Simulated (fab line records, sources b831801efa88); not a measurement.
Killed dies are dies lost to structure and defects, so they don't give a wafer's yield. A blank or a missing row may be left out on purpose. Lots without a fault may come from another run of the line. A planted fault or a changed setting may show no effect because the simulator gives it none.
Which tool did it? | flow gf180mcu | 6 lots, 18 wafers sampled, at 2 steps of a route of 602

WHAT THE GAUGES READ, wafer by wafer
GF_VT_IMPLANT_TW_MEAS_10.
lot  | measured     | on            | VT_IMPLANT_TW
L191 | day 6 10:38  | film_metro-01 | 550 551 551
L193 | day 6 19:35  | film_metro-01 | 546 553 551
L197 | day 7 21:23  | film_metro-03 | 511 509 510
L199 | day 8 11:02  | film_metro-03 | 570 571 571
L207 | day 10 14:38 | film_metro-03 | 564 565 565
L209 | day 11 00:59 | film_metro-01 | 552 556 548

WHICH TOOL RAN EACH LOT (tool, then ch and the chambers of the sampled wafers, then the start)
lot  | GF_VT_IMPLANT_IMPLANT_08
L191 | implanter-04 ch 0, day 6 10:23
L193 | implanter-01 ch 0, day 6 19:22
L197 | implanter-01 ch 0, day 7 21:08
L199 | implanter-02 ch 0, day 8 10:50
L207 | implanter-04 ch 0, day 10 14:23
L209 | implanter-04 ch 0, day 11 00:44
- GF_VT_IMPLANT_IMPLANT_08

THE ANSWER, worked out from the rows above alone
Rule: what is usual is taken from the lots themselves. Put in order of their means at a reading, lots are off if they are a third of the lots or fewer, leave a main group of 4 or more, and stand apart from it by a gap of 3 or more times the standard deviation of the main group's means; of several such gaps the widest counts. A main group whose means are all the same, to the digits that the tables above print for the reading, isn't used. A lot without any number at a reading at which 4 lots or more have one is off too. The other lots that the step has rows for count as sound.
Off: L197, at GF_VT_IMPLANT_TW_MEAS_10 (VT_IMPLANT_TW). The main group: mean 558, standard deviation 8.5.
A tool fits if, at a process step before that reading, it ran every lot that is off, and no sound lot after the first of them. The gauges at GF_VT_IMPLANT_TW_MEAS_10 are tried like those tools. One fits: implanter-01 at GF_VT_IMPLANT_IMPLANT_08. Its last sound lot is L193 (day 6 19:22), its first lot that is off L197 (day 7 21:08): a fault that began between those two fits.

WHAT THE SIMULATOR HAD PUT IN
Process parameter drift: implanter-01, from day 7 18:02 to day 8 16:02, at GF_VT_IMPLANT_IMPLANT_08. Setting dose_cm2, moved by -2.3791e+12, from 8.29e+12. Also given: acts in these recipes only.
Lots struck among those shown: L197. The rule above found the same.
